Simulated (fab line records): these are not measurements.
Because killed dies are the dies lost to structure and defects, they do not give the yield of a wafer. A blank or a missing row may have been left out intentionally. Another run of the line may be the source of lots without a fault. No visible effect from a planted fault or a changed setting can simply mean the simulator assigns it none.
Split-lot experiment	flow sfq_line	23 wafers read from 5 lots, route of 325 steps

== SPLIT DETAILS ==
At SFQ_TRILAYER_M4_LITHO_COAT_093 (resist thk 600 nm), the setting resist_thk_nm was moved away from the recipe's 600 nm on 9 of the 23 wafers read, by -5.9% to +2.8%. All remaining wafers had this setting at the recipe value.

Reading taken at the split's own step.

== THE READING ==
KrF_of_TRILAYER_M4_LITHO_COAT_093.thk_nm (the simulator's own value, which no gauge read), in nm, at SFQ_TRILAYER_M4_LITHO_COAT_093 (resist thk 600 nm). There is no usual value for it anywhere in the file. The 14 wafers here that ran the recipe average 599.7 nm, standard deviation 1 nm.

wafer	tool, chamber at the split	resist_thk_nm as run, nm	against the recipe	KrF_of_TRILAYER_M4_LITHO_COAT_093.thk_nm, nm	against lot-mates on the recipe
L075.1	litho_track-01, 0	617	+2.8%	616.6	+16.2
L075.2	litho_track-01, 0	600	recipe	600.6	-
L075.3	litho_track-01, 0	600	recipe	600.4	-
L075.4	litho_track-01, 0	600	recipe	600.2	-
L075.5	litho_track-01, 0	617	+2.8%	619.3	+18.9
L076.2	litho_track-01, 0	616.9	+2.8%	616.9	+17.5
L076.3	litho_track-01, 0	600	recipe	600	-
L076.4	litho_track-01, 0	600	recipe	598.6	-
L076.5	litho_track-01, 0	616.9	+2.8%	617.1	+17.7
L076.6	litho_track-01, 0	600	recipe	599.7	-
L077.1	litho_track-01, 0	564.8	-5.9%	564.2	-35.0
L077.2	litho_track-01, 0	600	recipe	598.9	-
L077.4	litho_track-01, 0	600	recipe	599.6	-
L077.5	litho_track-01, 0	564.8	-5.9%	564	-35.2
L077.6	litho_track-01, 0	564.8	-5.9%	565	-34.2
L081.1	litho_track-01, 0	578.8	-3.5%	580	-20.8
L081.3	litho_track-01, 0	578.8	-3.5%	580.3	-20.5
L081.4	litho_track-01, 0	600	recipe	601.4	-
L081.5	litho_track-01, 0	600	recipe	601	-
L081.6	litho_track-01, 0	600	recipe	600.1	-
L083.1	litho_track-01, 0	600	recipe	599.3	-
L083.3	litho_track-01, 0	600	recipe	598.8	-
L083.4	litho_track-01, 0	600	recipe	597.3	-

FIT RESULTS
A straight line over all 23 wafers: KrF_of_TRILAYER_M4_LITHO_COAT_093.thk_nm changes by +6.02 nm for each +1% of resist_thk_nm; r = +1.00; the points scatter about the line by 1.1 nm.
The same after taking each lot's own level away (the mean of its wafers on the recipe; 23 wafers): +6 nm for each +1%; r = +1.00; scatter 0.7 nm.
That fit puts the effect of the largest move of resist_thk_nm on the reading at 35 nm.
Measured against the standard deviation above, the lots' own levels, which go from 598.47 to 600.83 nm, span 2.3 times it.
So the lot-to-lot level changes the slope little: the two slopes agree.
Check: with one of the wafers moved furthest among these (-5.9%) left out of the fit, the line predicts -35 nm for it against its lot-mates. Against them it came out at -35 nm.

== THE OTHER SPLITS THESE WAFERS WENT THROUGH ==
Note: prior to the reading, these wafers also went through further splits. Each is held against what the fit with the lots' levels taken away leaves over:
other split on the same wafers	wafers away from the commonest value	r with KrF_of_TRILAYER_M4_LITHO_COAT_093.thk_nm (lot level and that fit taken away)
SFQ_TRILAYER_M2_ETCH_METAL_ETCH_060 icp_w	6	+0.18
SFQ_TRILAYER_I2_VIA_LITHO_EXPOSE_068 dose_mj	11	+0.07
SFQ_TRILAYER_M3_LITHO_COAT_075 spin_rpm	10	+0.31
SFQ_TRILAYER_M3_BARC_OPEN_METAL_ETCH_100 pressure_mtorr	18	-0.04

== THE FILE'S OWN FIT ==
KrF_of_TRILAYER_M4_LITHO_COAT_093.thk_nm changes by +5.99 nm for each +1% of resist_thk_nm, r = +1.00.
